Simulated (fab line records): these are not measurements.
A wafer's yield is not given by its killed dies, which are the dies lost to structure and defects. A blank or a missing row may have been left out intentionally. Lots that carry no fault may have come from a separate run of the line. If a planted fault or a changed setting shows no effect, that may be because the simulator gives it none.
Problem report in the 8D (eight disciplines) form, filled by code -- flow gf180mcu -- the parts of the form that need people (team, actions taken, sign-off) are left out

1. THE ISSUE
Wafers free of any fault read 1433 (standard deviation 8.8) for HV_LDD_3_TW at GF_HV_LDD_TW_MEAS_38, against a mean of 1693 on 9 wafers of 3 lots. Measured from the usual mean, that is +30 standard deviations.
Earliest sighting: wafer L956.2 on film metro-01 at day 15 14:32. At this step, 39 wafers from 13 lots have a number in the record. Rule for "out", or "out of limits": more than 4 standard deviations from the usual mean. The rest of the wafers with a number are treated as sound.

2. WHAT IT IS AND WHAT IT IS NOT
question,is,is not
which readings at this step,HV_LDD_3_TW,-
which lots,"L956, L957, L959","L944, L945, L946, L947, L952, L953, L954, L955, L958, L967"
which wafers of those lots,all that have a number,-
read on which gauges,"film metro-01, film metro-04",film metro-03
when,from day 15 14:32,"up to then (24 sound wafers); but 6 sound wafers of L958, L967 came after"

3. THE SUSPECTS, EACH WITH WHAT RULES IT OUT
Counting: a tool at a process step up to the reading stays a suspect if it ran every lot that is out and no sound lot after the first of them.
- the gauge at GF_HV_LDD_TW_MEAS_38 has been ruled out. The wafers that are out were read on 2 gauges (film metro-01, film metro-04).
- implanter-01 at GF_HV_LDD_IMPLANT_36: kept. All lots that are out passed through it, beginning with L956 at day 15 14:18, and no sound lot followed; its final sound lot before that point was L955 at day 15 07:11. Out on those wafers are its own readings of dose ions cm2, faraday current uA.
After counting, what remains is implanter-01 at GF_HV_LDD_IMPLANT_36.

4. THE CAUSE (what the simulator had put in)
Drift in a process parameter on implanter-01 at GF_HV_LDD_IMPLANT_36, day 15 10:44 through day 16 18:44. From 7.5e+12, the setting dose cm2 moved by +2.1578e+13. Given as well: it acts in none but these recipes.
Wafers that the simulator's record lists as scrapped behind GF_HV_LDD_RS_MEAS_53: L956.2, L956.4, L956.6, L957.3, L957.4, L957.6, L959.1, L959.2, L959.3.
The count eliminated every tool but this one.

5. THE EFFECT CHAIN, in route order
Each row: a reading whose mean over the struck wafers that have a number lies more than 3 standard deviations from the usual. Only readings whose record carries a usual standard deviation are examined. hours: median over the lots of the time between each lot's start at the first step of this table that gives one and its start at this step. sigmas: the change, counted in usual standard deviations.
hours,step,reading,usual,on struck wafers,change,sigmas
0,GF_HV_LDD_IMPLANT_36,dose ions cm2,7.501e+12,2.908e+13,+2.158e+13,+99 or more
0,GF_HV_LDD_IMPLANT_36,faraday current uA,42.2,162.8,+120.6,+99 or more
0,GF_HV_LDD_TW_MEAS_38,HV_LDD_3_TW,1433,1693,+260,+30
23,GF_HV_LDD_RS_MEAS_53,HV_LDD_RS,418.5 ohm/sq,369.1,-49.4,-55
The process steps in it:
- GF_HV_LDD_IMPLANT_36

6. WHAT WOULD HAVE CAUGHT IT SOONER
Counted from the fault's start at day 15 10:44, it took 4 hours until the first out-of-limits reading at a measuring or inspecting step in this record, taken at day 15 14:32.
Tool's own readings at GF_HV_LDD_IMPLANT_36, dose ions cm2, faraday current uA: out on all struck wafers the step has rows for; an alarm limit on them would have tripped on the first.
Among the 3 lots that are out, L957, L959 began GF_HV_LDD_IMPLANT_36 on implanter-01 after day 15 14:32. A hold on the tool at that time would have spared those 2.
